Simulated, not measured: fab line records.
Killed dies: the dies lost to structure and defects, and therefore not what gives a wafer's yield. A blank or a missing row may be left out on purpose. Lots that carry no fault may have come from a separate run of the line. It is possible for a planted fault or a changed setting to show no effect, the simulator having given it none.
Matching of chambers -- flow sky130 -- SKY_CAPM_CVD_00 on pecvd-01: 3 sister chambers
The step deposits SiO2, target thk 15.5 nm. 6 wafers are shown with their chamber, then 8 later ones without.

WAFERS PAIRED WITH THEIR CHAMBERS
wafer,chamber,heater_power_w (W)
L082.1,0,829
L082.4,0,824
L085.1,1,659
L085.2,2,677
L085.5,2,693
L088.3,1,655

WAFERS MISSING THEIR CHAMBER
wafer,heater_power_w (W)
L088.4,593
L088.6,895
L092.1,597
L092.2,840
L092.6,816
L097.2,594
L097.4,582
L097.5,594

WHICH CHAMBER EACH ONE RAN IN
wafer,from the rows above,in truth
L088.4,1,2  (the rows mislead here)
L088.6,0,0
L092.1,1,1
L092.2,0,0
L092.6,0,0
L097.2,1,1
L097.4,1,1
L097.5,1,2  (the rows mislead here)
Placed correctly: 6 of 8. Number that these rows cannot place: 0. Placed wrongly: 2.
How it was worked out, from the rows above alone: a wafer's distance from a chamber is the root of the sum, over the readings, of the square of ((its reading less the chamber's mean) divided by the reading's scatter). If the next closest chamber is less than 2 further off than the closest, the wafer can't be placed; otherwise it belongs to the closest. For every chamber, the mean is computed from those of its wafers that are shown. The scatter is the square root of a quotient: the sum, over the shown wafers, of each reading's squared deviation from its chamber's mean, divided by wafers minus chambers.
